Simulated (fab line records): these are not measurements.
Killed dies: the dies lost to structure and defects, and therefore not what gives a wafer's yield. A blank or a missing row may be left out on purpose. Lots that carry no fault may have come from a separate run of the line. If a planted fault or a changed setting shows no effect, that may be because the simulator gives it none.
Which tool was responsible?    flow gf180mcu    39 wafers from 13 lots sampled at 4 of the route's 602 steps

## WHAT EACH GAUGE READ, for each wafer
GF_STI_THK_MEAS_24.
lot   measured     on             STI_CVD_23_THK (nm)
L434  day 2 03:29  film-metro-04  657 645 652
L435  day 2 08:10  film-metro-02  641 647 648
L437  day 2 20:13  film-metro-03  658 655 653
L438  day 3 01:26  film-metro-04  657 649 658
L439  day 3 08:37  film-metro-02  645 642 640
L441  day 3 16:20  film-metro-03  653 651 646
L443  day 4 01:45  film-metro-02  650 649 652
L444  day 4 06:49  film-metro-03  658 647 660
L445  day 4 12:29  film-metro-02  654 648 661
L448  day 5 03:52  film-metro-03  650 654 654
L453  day 6 05:07  film-metro-03  586 651 655
L455  day 6 16:07  film-metro-04  581 649 655
L456  day 6 20:41  film-metro-03  653 639 649

GF_LVPWELL_TW_MEAS_11.
lot   measured     on             LVPWELL_TW
L434  day 3 20:05  film-metro-03  554 556 558
L435  day 4 02:02  film-metro-01  560 561 560
L437  day 4 17:09  film-metro-03  561 560 559
L438  day 4 20:46  film-metro-04  551 557 555
L439  day 5 04:48  film-metro-03  557 556 556
L441  day 5 12:54  film-metro-01  558 559 562
L443  day 6 00:01  film-metro-01  557 565 558
L444  day 6 06:11  film-metro-04  546 551 550
L445  day 6 16:07  film-metro-01  562 560 560
L448  day 7 04:10  film-metro-01  555 557 555
L453  day 8 07:56  film-metro-04  551 549 551
L455  day 9 00:25  film-metro-01  560 558 562
L456  day 9 01:44  film-metro-03  551 554 557

## EACH LOT AND THE TOOL THAT RAN IT (in order: tool; ch and the chambers of the sampled wafers; start)
lot   GF_STI_CVD_23                    GF_DNWELL_STRIP_08
L434  hdpcvd-02 ch 0,1,2, day 2 03:25  plasma-asher-04 ch 0,1, day 2 17:29
L435  hdpcvd-02 ch 0,1,2, day 2 08:04  plasma-asher-04 ch 0,1, day 2 22:36
L437  hdpcvd-02 ch 0,1, day 2 20:09    plasma-asher-03 ch 0,1, day 3 12:56
L438  hdpcvd-01 ch 0,2, day 3 01:22    plasma-asher-03 ch 0,1, day 3 16:26
L439  hdpcvd-02 ch 0,1,2, day 3 08:32  plasma-asher-04 ch 0,1, day 4 00:58
L441  hdpcvd-01 ch 0,1,2, day 3 16:16  plasma-asher-03 ch 0,1, day 4 08:07
L443  hdpcvd-01 ch 1,2, day 4 01:40    plasma-asher-04 ch 0,1, day 4 18:46
L444  hdpcvd-02 ch 0,1,2, day 4 06:43  plasma-asher-04 ch 0,1, day 4 23:37
L445  hdpcvd-02 ch 0,1, day 4 12:24    plasma-asher-02 ch 0,1, day 5 08:13
L448  hdpcvd-02 ch 0,2, day 5 03:47    plasma-asher-02 ch 0,1, day 5 20:53
L453  hdpcvd-01 ch 0,1,2, day 6 05:02  plasma-asher-04 ch 0,1, day 6 22:46
L455  hdpcvd-01 ch 0,1,2, day 6 16:02  plasma-asher-04 ch 0,1, day 7 14:52
L456  hdpcvd-02 ch 0,1,2, day 6 20:37  plasma-asher-03 ch 0,1, day 7 15:46
- GF_STI_CVD_23: deposits SiO2, target thk 650 nm, time 108.3 s.
- GF_DNWELL_STRIP_08: strips in O2/N2.

## WHAT THE TOOLS THEMSELVES READ (means of the sampled wafers that have a number; where no wafer has one, the mark that the record gives instead)
GF_DNWELL_STRIP_08.
lot   tool             drypump-motor-current-A (A)  heater-power-w (W)  o2-flow-sccm (sccm)  oes-product-au (a.u.)  strip-time-to-endpoint-s (s)
L434  plasma-asher-04  5.1                          319                 3004                 0.723                  36.98
L435  plasma-asher-04  5.4                          302                 3004                 0.724                  36.86
L437  plasma-asher-03  6.2                          352                 3002                 0.730                  36.93
L438  plasma-asher-03  5.9                          350                 3000                 0.719                  36.98
L439  plasma-asher-04  5.0                          318                 3007                 0.720                  37.13
L441  plasma-asher-03  5.9                          353                 3001                 0.726                  37.02
L443  plasma-asher-04  5.4                          301                 2997                 0.726                  36.92
L444  plasma-asher-04  5.4                          299                 2997                 0.724                  37.05
L445  plasma-asher-02  6.2                          342                 2992                 0.726                  37.05
L448  plasma-asher-02  6.2                          340                 3006                 0.724                  37.04
L453  plasma-asher-04  5.0                          319                 2994                 0.725                  36.75
L455  plasma-asher-04  5.0                          318                 3002                 0.719                  36.97
L456  plasma-asher-03  5.9                          344                 3014                 0.719                  37.02

## THE ANSWER, worked out from the rows above alone
Rule: usual is defined by the lots themselves. The widest of any qualifying gaps counts: lots, ordered by their means at a reading, are off when they make up no more than a third of the lots, leave a main group of 4 or more, and stand apart from it by 3 or more times the standard deviation of that group's means. The tables above print the reading to a certain number of digits; a main group whose means all agree to those digits is not used. A lot without any number at a reading at which 4 lots or more have one is off too. Where the step has rows for the other lots, those lots are counted as sound. The gauges are gone through in route order, then the tools' own readings, and for those a lot's mean is taken as printed above. The first step at which some lot is off is used, and at that step the reading that is off furthest; a lot without a number counts as furthest.
Nothing can be told from this: no lot is off at any reading shown.

## WHAT THE SIMULATOR PUT IN
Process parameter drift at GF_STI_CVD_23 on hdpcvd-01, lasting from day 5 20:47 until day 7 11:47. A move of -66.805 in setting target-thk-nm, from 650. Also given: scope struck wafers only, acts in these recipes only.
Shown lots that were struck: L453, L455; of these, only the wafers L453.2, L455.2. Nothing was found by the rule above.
